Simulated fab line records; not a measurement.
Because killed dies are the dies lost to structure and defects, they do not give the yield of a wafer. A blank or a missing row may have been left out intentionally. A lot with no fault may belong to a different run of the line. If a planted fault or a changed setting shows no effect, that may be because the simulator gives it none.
Which tool did it? || flow sky130 || 42 wafers from 14 lots sampled at 2 of the route's 708 steps

== WHAT THE GAUGES READ, wafer by wafer ==
Not one reading of a measure or inspect step in the record can be checked against a usual standard deviation.

== WHAT TOOL EACH LOT RAN ON (gives the tool, then ch and the chambers of the sampled wafers, and finally the start) ==
{"lot": "L202", "SKY_FIELD_ISO_ETCH_14": "rieDiel-03 ch 0,1, day 2 05:33", "SKY_PAD_OPEN_PROBE_99": "-"}
{"lot": "L203", "SKY_FIELD_ISO_ETCH_14": "rieDiel-02 ch 0,1,2, day 2 08:55", "SKY_PAD_OPEN_PROBE_99": "-"}
{"lot": "L204", "SKY_FIELD_ISO_ETCH_14": "rieDiel-03 ch 1,2, day 2 15:57", "SKY_PAD_OPEN_PROBE_99": "-"}
{"lot": "L205", "SKY_FIELD_ISO_ETCH_14": "rieDiel-03 ch 0,1,3, day 2 22:25", "SKY_PAD_OPEN_PROBE_99": "-"}
{"lot": "L206", "SKY_FIELD_ISO_ETCH_14": "rieDiel-03 ch 0,1, day 3 02:40", "SKY_PAD_OPEN_PROBE_99": "-"}
{"lot": "L207", "SKY_FIELD_ISO_ETCH_14": "rieDiel-03 ch 0,1,3, day 3 07:22", "SKY_PAD_OPEN_PROBE_99": "-"}
{"lot": "L208", "SKY_FIELD_ISO_ETCH_14": "rieDiel-02 ch 0,2,3, day 3 16:24", "SKY_PAD_OPEN_PROBE_99": "-"}
{"lot": "L210", "SKY_FIELD_ISO_ETCH_14": "rieDiel-04 ch 0,1,3, day 4 01:07", "SKY_PAD_OPEN_PROBE_99": "-"}
{"lot": "L212", "SKY_FIELD_ISO_ETCH_14": "rieDiel-03 ch 0,2, day 4 09:33", "SKY_PAD_OPEN_PROBE_99": "-"}
{"lot": "L213", "SKY_FIELD_ISO_ETCH_14": "rieDiel-03 ch 0,1,3, day 4 15:01", "SKY_PAD_OPEN_PROBE_99": "-"}
{"lot": "L215", "SKY_FIELD_ISO_ETCH_14": "rieDiel-03 ch 1,2,3, day 5 01:12", "SKY_PAD_OPEN_PROBE_99": "prober-02, day 49 16:22"}
{"lot": "L216", "SKY_FIELD_ISO_ETCH_14": "rieDiel-03 ch 1,2,3, day 5 05:16", "SKY_PAD_OPEN_PROBE_99": "prober-01, day 49 14:04"}
{"lot": "L219", "SKY_FIELD_ISO_ETCH_14": "rieDiel-04 ch 0,3, day 5 21:46", "SKY_PAD_OPEN_PROBE_99": "-"}
{"lot": "L223", "SKY_FIELD_ISO_ETCH_14": "rieDiel-04 ch 0,2,3, day 6 19:19", "SKY_PAD_OPEN_PROBE_99": "-"}
- SKY_FIELD_ISO_ETCH_14: etches BARC in N2/H2, stops on SiO2, time 45.9 s, target depth 60 nm.
- SKY_PAD_OPEN_PROBE_99

== AS READ BY THE TOOLS THEMSELVES (means over the sampled wafers that have a number; for cases with no such wafer, the mark the record gives instead) ==
SKY_FIELD_ISO_ETCH_14.
{"lot": "L202", "tool": "rieDiel-03", "drypumpMotorCurrentA (A)": 5.5, "oesProductAu (a.u.)": 0.856, "throttleValvePct (%)": 13.216}
{"lot": "L203", "tool": "rieDiel-02", "drypumpMotorCurrentA (A)": 5.3, "oesProductAu (a.u.)": 0.849, "throttleValvePct (%)": 13.227}
{"lot": "L204", "tool": "rieDiel-03", "drypumpMotorCurrentA (A)": 5.5, "oesProductAu (a.u.)": 0.858, "throttleValvePct (%)": 13.224}
{"lot": "L205", "tool": "rieDiel-03", "drypumpMotorCurrentA (A)": 5.4, "oesProductAu (a.u.)": 0.855, "throttleValvePct (%)": 13.230}
{"lot": "L206", "tool": "rieDiel-03", "drypumpMotorCurrentA (A)": 5.6, "oesProductAu (a.u.)": 0.855, "throttleValvePct (%)": 13.219}
{"lot": "L207", "tool": "rieDiel-03", "drypumpMotorCurrentA (A)": 5.4, "oesProductAu (a.u.)": 0.854, "throttleValvePct (%)": 13.227}
{"lot": "L208", "tool": "rieDiel-02", "drypumpMotorCurrentA (A)": 5.5, "oesProductAu (a.u.)": 0.855, "throttleValvePct (%)": 13.222}
{"lot": "L210", "tool": "rieDiel-04", "drypumpMotorCurrentA (A)": 5.9, "oesProductAu (a.u.)": 0.852, "throttleValvePct (%)": 13.220}
{"lot": "L212", "tool": "rieDiel-03", "drypumpMotorCurrentA (A)": 5.1, "oesProductAu (a.u.)": 0.856, "throttleValvePct (%)": 13.225}
{"lot": "L213", "tool": "rieDiel-03", "drypumpMotorCurrentA (A)": 5.4, "oesProductAu (a.u.)": 0.854, "throttleValvePct (%)": 13.229}
{"lot": "L215", "tool": "rieDiel-03", "drypumpMotorCurrentA (A)": 5.6, "oesProductAu (a.u.)": 0.860, "throttleValvePct (%)": 13.234}
{"lot": "L216", "tool": "rieDiel-03", "drypumpMotorCurrentA (A)": 5.6, "oesProductAu (a.u.)": 0.857, "throttleValvePct (%)": 13.229}
{"lot": "L219", "tool": "rieDiel-04", "drypumpMotorCurrentA (A)": 6.4, "oesProductAu (a.u.)": 0.851, "throttleValvePct (%)": 13.230}
{"lot": "L223", "tool": "rieDiel-04", "drypumpMotorCurrentA (A)": 6.1, "oesProductAu (a.u.)": 0.858, "throttleValvePct (%)": 13.230}

SKY_PAD_OPEN_PROBE_99.
{"lot": "L215", "tool": "prober-02", "killed_at_M0_to_M3": 40, "killed_at_M4_up": 3.0, "killedAtContacts": 14, "killedAtFrontEnd": 70, "killedAtOther": 0.3, "killedDies": 128, "killedOpen": 42, "killedShort": 33}
{"lot": "L216", "tool": "prober-01", "killed_at_M0_to_M3": 43, "killed_at_M4_up": 2.7, "killedAtContacts": 22, "killedAtFrontEnd": 63, "killedAtOther": 0.0, "killedDies": 131, "killedOpen": 39, "killedShort": 37}

== THE ANSWER, worked out from the rows above alone ==
Rule: usual is defined by the lots themselves. Put in order of their means at a reading, lots are off if they are a third of the lots or fewer, leave a main group of 4 or more, and stand apart from it by a gap of 3 or more times the standard deviation of the main group's means; of several such gaps the widest counts. If all means in a main group match to the digits the tables above print for the reading, that group is not used. Also off: a lot with no number at a reading for which 4 or more lots have one. Any other lot the step has rows for is counted as sound. First the gauges in route order, then the tools' own readings, where a lot's mean is used as printed above. At the first step where some lot is off, the reading lying furthest off is the one used; lots without a number count as furthest.
Across all readings shown, no lot is off: no conclusion can be drawn from this.

== WHAT THE SIMULATOR HAD INSERTED ==
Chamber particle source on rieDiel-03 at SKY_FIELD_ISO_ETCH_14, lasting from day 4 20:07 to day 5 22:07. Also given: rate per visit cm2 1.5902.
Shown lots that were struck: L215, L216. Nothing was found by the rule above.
